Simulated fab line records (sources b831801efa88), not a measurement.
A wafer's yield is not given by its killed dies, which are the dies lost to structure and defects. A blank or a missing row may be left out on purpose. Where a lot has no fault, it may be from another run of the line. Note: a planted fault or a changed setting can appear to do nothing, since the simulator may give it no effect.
fab line records | flow sfq-line
record: lots: 14 | wafers: 41 | last-day: 77
route steps=325 shown M6@259 M7@291 I7@298
lots untouched by any fault: they come from a run of this same line in which no faults occurred
start-h: the number of hours between the record's first day and the start of the first shown wafer of the lot | wait-h: hours from the lot's prior step to this one | " the same as in the row above | L1.1+2: one row covering several wafers at once | - no value, or no start given | * or withheld: withheld | < > ~ a bound
route shown NAME@n: NAME is a module with steps in the file, n the number in the route of the first one | usual: the fault-free wafers' mean and standard deviation | same: alike in all rows | chamber/n: place in a boat | sites: the reading at each site | _std_site: their standard deviation | _edge_site: mean of outer sites minus mean of inner sites | radius-mm: for every site, how far away it sits from the centre of the wafer | mask NAME#n: copy n | behind: tool/chamber where the wafer was last shaped | hold: cause of the lot's hold/its duration in hours/its outcome | device: names the non-switching transistor (n, p or np) | end of line: the same wafers' tests at the end of the route | a step without rows: its recipe alone | killed: dies lost to structure and defects at the first sort, not the wafer's yield | map: a wafer's dies, x killed, . not, _ none there
set.NAME: the run value of the setting; set.NAME@STEP: its run value at that earlier step | model.NAME: the simulator's own value behind a step, which no gauge read
route steps across a sampled set of lots; one table per step, one row per wafer
== steps ==
step: SFQ_TRILAYER_M6_LITHO_PEB_162
recipe: peb-temp-c: 115 | peb-time-s: 60 | resist: KrF
usual: heater-power-total-W: 79.15/0.063 | plate-temp-C: 114.98/0.13
lot.wafer | tool           | chamber | start-h | wait-h | heater-power-total-W | plate-temp-C
L871.2    | litho-track-03 | 0       | 1384.48 | 0.8    | 79.21                | 114.95
L871.3    | "              | 0       | "       | "      | 79.16                | 114.78
L871.5    | "              | 0       | "       | "      | 79.10                | 115.02
L872.2    | litho-track-04 | 0       | 1392.88 | 0.8    | 79.20                | 114.64
L872.4    | "              | 0       | "       | "      | 79.21                | 114.90
L872.6    | "              | 0       | "       | "      | 79.07                | 114.76
L873.1    | litho-track-02 | 0       | 1397.66 | 1.0    | 79.06                | 115.01
L873.3    | "              | 0       | "       | "      | 79.13                | 114.88
L873.6    | "              | 0       | "       | "      | 79.20                | 115.08
L874.1    | litho-track-02 | 0       | 1401.26 | 1.0    | 79.05                | 115.17
L874.2    | "              | 0       | "       | "      | 79.14                | 115.35
L874.6    | "              | 0       | "       | "      | 79.18                | 115.08
L875.1    | litho-track-04 | 0       | 1427.66 | 1.0    | 79.20                | 115.16
L875.3    | "              | 0       | "       | "      | 79.19                | 115.16
L875.5    | "              | 0       | "       | "      | 79.09                | 115.01
L876.1    | litho-track-03 | 0       | 1428.86 | 1.0    | 79.19                | 114.90
L876.2    | "              | 0       | "       | "      | 79.03                | 114.86
L876.3    | "              | 0       | "       | "      | 79.07                | 114.93
L877.2    | litho-track-03 | 0       | 1437.28 | 0.8    | 79.03                | 114.80
L877.3    | "              | 0       | "       | "      | 79.19                | 114.79
L877.5    | "              | 0       | "       | "      | 79.14                | 114.88
L878.1    | litho-track-04 | 0       | 1440.86 | 1.0    | 79.13                | 114.83
L878.2    | "              | 0       | "       | "      | 79.20                | 115.02
L878.6    | "              | 0       | "       | "      | 79.21                | 114.94
L886.1    | litho-track-04 | 0       | 1495.43 | 1.0    | 79.14                | 114.96
L886.4    | "              | 0       | "       | "      | 79.09                | 115.20
L886.5    | "              | 0       | "       | "      | 81.78                | -
L887.2    | litho-track-04 | 0       | 1501.46 | 0.8    | 79.01                | 115.00
L887.3    | "              | 0       | "       | "      | 81.83                | -
L889.1    | litho-track-02 | 0       | 1509.38 | 1.0    | 79.14                | 115.17
L889.2    | "              | 0       | "       | "      | 79.17                | 114.85
L889.3    | "              | 0       | "       | "      | 79.12                | 114.89
L891.2    | litho-track-03 | 0       | 1541.21 | 0.8    | 79.06                | 114.96
L891.3    | "              | 0       | "       | "      | 79.14                | 114.96
L891.5    | "              | 0       | "       | "      | 79.22                | 114.82
L892.1    | litho-track-02 | 0       | 1550.88 | 1.0    | 79.09                | 115.15
L892.4    | "              | 0       | "       | "      | 79.21                | 114.99
L892.5    | "              | 0       | "       | "      | 79.20                | 114.89
L894.2    | litho-track-03 | 0       | 1556.91 | 0.8    | 79.03                | 114.92
L894.5    | "              | 0       | "       | "      | 79.00                | 114.87
L894.6    | "              | 0       | "       | "      | 79.09                | 115.08
step: SFQ_M7_OVL_MEAS_945
usual: M7_OVL: 3/5.4
lot.wafer | tool       | chamber | start-h | wait-h | M7_OVL[nm]
L871.2    | overlay-01 | -       | 1537.89 | 0.1    | 8
L871.3    | "          | -       | "       | "      | 8
L871.5    | "          | -       | "       | "      | 9
L872.2    | overlay-01 | -       | 1546.39 | 0.1    | 13
L872.4    | "          | -       | "       | "      | 7
L872.6    | "          | -       | "       | "      | 11
L873.1    | overlay-01 | -       | 1550.23 | 0.1    | 3
L873.3    | "          | -       | "       | "      | 2
L873.6    | "          | -       | "       | "      | 7
L874.1    | overlay-01 | -       | 1555.98 | 0.1    | 0
L874.2    | "          | -       | "       | "      | 7
L874.6    | "          | -       | "       | "      | -4
L875.1    | overlay-01 | -       | 1577.58 | 0.1    | 7
L875.3    | "          | -       | "       | "      | 6
L875.5    | "          | -       | "       | "      | 2
L876.1    | overlay-01 | -       | 1578.78 | 0.1    | 0
L876.2    | "          | -       | "       | "      | -1
L876.3    | "          | -       | "       | "      | 3
L877.2    | overlay-01 | -       | 1587.19 | 0.1    | -10
L877.3    | "          | -       | "       | "      | 8
L877.5    | "          | -       | "       | "      | 2
L878.1    | overlay-01 | -       | 1589.99 | 0.1    | 5
L878.2    | "          | -       | "       | "      | 8
L878.6    | "          | -       | "       | "      | 9
L886.1    | overlay-02 | -       | 1638.49 | 0.1    | -5
L886.4    | "          | -       | "       | "      | -16
L886.5    | "          | -       | "       | "      | -4
L887.2    | overlay-01 | -       | 1644.49 | 0.1    | 4
L887.3    | "          | -       | "       | "      | 7
L889.1    | overlay-01 | -       | 1648.09 | 0.1    | 12
L889.2    | "          | -       | "       | "      | 10
L889.3    | "          | -       | "       | "      | 6
L891.2    | overlay-02 | -       | 1664.69 | 0.1    | 3
L891.3    | "          | -       | "       | "      | 7
L891.5    | "          | -       | "       | "      | 8
L892.1    | overlay-02 | -       | 1669.49 | 0.1    | 9
L892.4    | "          | -       | "       | "      | 8
L892.5    | "          | -       | "       | "      | 4
L894.2    | overlay-01 | -       | 1674.29 | 0.1    | 1
L894.5    | "          | -       | "       | "      | 4
L894.6    | "          | -       | "       | "      | 5
step: SFQ_I7_BOW_MEAS_946
recipe: mode: bow
usual: I7_BOW: 4/12
lot.wafer | tool          | chamber | start-h | wait-h | I7_BOW[um]
L871.2    | film-metro-01 | -       | 1541.98 | 1.0    | -11
L871.3    | "             | -       | "       | "      | -1
L871.5    | "             | -       | "       | "      | -9
L872.2    | film-metro-01 | -       | 1550.98 | 1.5    | 12
L872.4    | "             | -       | "       | "      | 9
L872.6    | "             | -       | "       | "      | 15
L873.1    | film-metro-03 | -       | 1554.32 | 2.5    | -1
L873.3    | "             | -       | "       | "      | -8
L873.6    | "             | -       | "       | "      | 1
L874.1    | film-metro-01 | -       | 1560.06 | 2.0    | -1
L874.2    | "             | -       | "       | "      | 1
L874.6    | "             | -       | "       | "      | -9
L875.1    | film-metro-03 | -       | 1581.66 | 2.0    | 6
L875.3    | "             | -       | "       | "      | 11
L875.5    | "             | -       | "       | "      | 11
L876.1    | film-metro-01 | -       | 1582.86 | 1.0    | 0
L876.2    | "             | -       | "       | "      | 11
L876.3    | "             | -       | "       | "      | -5
L877.2    | film-metro-01 | -       | 1593.08 | 1.0    | 19
L877.3    | "             | -       | "       | "      | 32
L877.5    | "             | -       | "       | "      | 28
L878.1    | film-metro-01 | -       | 1596.06 | 1.0    | 6
L878.2    | "             | -       | "       | "      | 5
L878.6    | "             | -       | "       | "      | 1
L886.1    | film-metro-04 | -       | 1642.56 | 2.0    | -12
L886.4    | "             | -       | "       | "      | -12
L886.5    | "             | -       | "       | "      | -3
L887.2    | film-metro-03 | -       | 1650.38 | 1.0    | -8
L887.3    | "             | -       | "       | "      | -11
L889.1    | film-metro-03 | -       | 1653.96 | 1.0    | -1
L889.2    | "             | -       | "       | "      | 16
L889.3    | "             | -       | "       | "      | 21
L891.2    | film-metro-03 | -       | 1670.16 | 1.5    | 21
L891.3    | "             | -       | "       | "      | 32
L891.5    | "             | -       | "       | "      | 31
L892.1    | film-metro-01 | -       | 1675.38 | 2.5    | 7
L892.4    | "             | -       | "       | "      | -3
L892.5    | "             | -       | "       | "      | -5
L894.2    | film-metro-01 | -       | 1681.40 | 1.5    | -5
L894.5    | "             | -       | "       | "      | 10
L894.6    | "             | -       | "       | "      | -1
step: SFQ_I7_OVL_MEAS_947
usual: I7_OVL: 1/4.4
lot.wafer | tool       | chamber | start-h | wait-h | I7_OVL[nm]
L871.2    | overlay-01 | -       | 1635.26 | 0.1    | -1
L871.3    | "          | -       | "       | "      | -1
L871.5    | "          | -       | "       | "      | -1
L872.2    | overlay-02 | -       | 1644.86 | 0.1    | 1
L872.4    | "          | -       | "       | "      | 4
L872.6    | "          | -       | "       | "      | 5
L873.1    | overlay-02 | -       | 1646.05 | 0.1    | 2
L873.3    | "          | -       | "       | "      | -1
L873.6    | "          | -       | "       | "      | 2
L874.1    | overlay-02 | -       | 1652.05 | 0.1    | 2
L874.2    | "          | -       | "       | "      | -2
L874.6    | "          | -       | "       | "      | 2
L875.1    | overlay-02 | -       | 1677.35 | 0.1    | 2
L875.3    | "          | -       | "       | "      | -2
L875.5    | "          | -       | "       | "      | -3
L876.1    | overlay-01 | -       | 1678.55 | 0.1    | 6
L876.2    | "          | -       | "       | "      | 4
L876.3    | "          | -       | "       | "      | 8
L877.2    | overlay-01 | -       | 1686.96 | 0.1    | 1
L877.3    | "          | -       | "       | "      | -5
L877.5    | "          | -       | "       | "      | 1
L878.1    | overlay-01 | -       | 1690.55 | 0.1    | -11
L878.2    | "          | -       | "       | "      | -4
L878.6    | "          | -       | "       | "      | 1
L886.1    | overlay-01 | -       | 1736.24 | 0.1    | 1
L886.4    | "          | -       | "       | "      | 0
L886.5    | "          | -       | "       | "      | -5
L887.2    | overlay-01 | -       | 1741.05 | 0.1    | -5
L887.3    | "          | -       | "       | "      | -2
L889.1    | overlay-02 | -       | 1747.04 | 0.1    | 1
L889.2    | "          | -       | "       | "      | 3
L889.3    | "          | -       | "       | "      | -1
L891.2    | overlay-01 | -       | 1757.85 | 0.1    | 3
L891.3    | "          | -       | "       | "      | 5
L891.5    | "          | -       | "       | "      | 9
L892.1    | overlay-01 | -       | 1761.93 | 0.1    | -3
L892.4    | "          | -       | "       | "      | -1
L892.5    | "          | -       | "       | "      | 1
L894.2    | overlay-02 | -       | 1768.77 | 0.1    | 4
L894.5    | "          | -       | "       | "      | 0
L894.6    | "          | -       | "       | "      | 2
== key ==
first-sign: step: SFQ_TRILAYER_M6_LITHO_PEB_162 | reading: heater-power-total-W | direction: up | sigmas: 42 | usual: 79.15 | struck: 81.81
effect none on later readings
met-at SFQ_TRILAYER_M6_LITHO_PEB_162
struck-lots L886,L887
struck-wafers L886.5,L887.3
not-acting-at SFQ_M7_OVL_MEAS_945,SFQ_I7_BOW_MEAS_946,SFQ_I7_OVL_MEAS_947
onset-between 1440.86 1495.43
fault: kind: process-parameter-drift | tool: litho-track-04 | chamber: - | onset-h: 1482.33 | steps: SFQ_TRILAYER_M6_LITHO_PEB_162 | channel: peb-time-s | offset: * | shape: step | end-h: 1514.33 | scope: struck-wafers-only | acts-in: * | stated: *
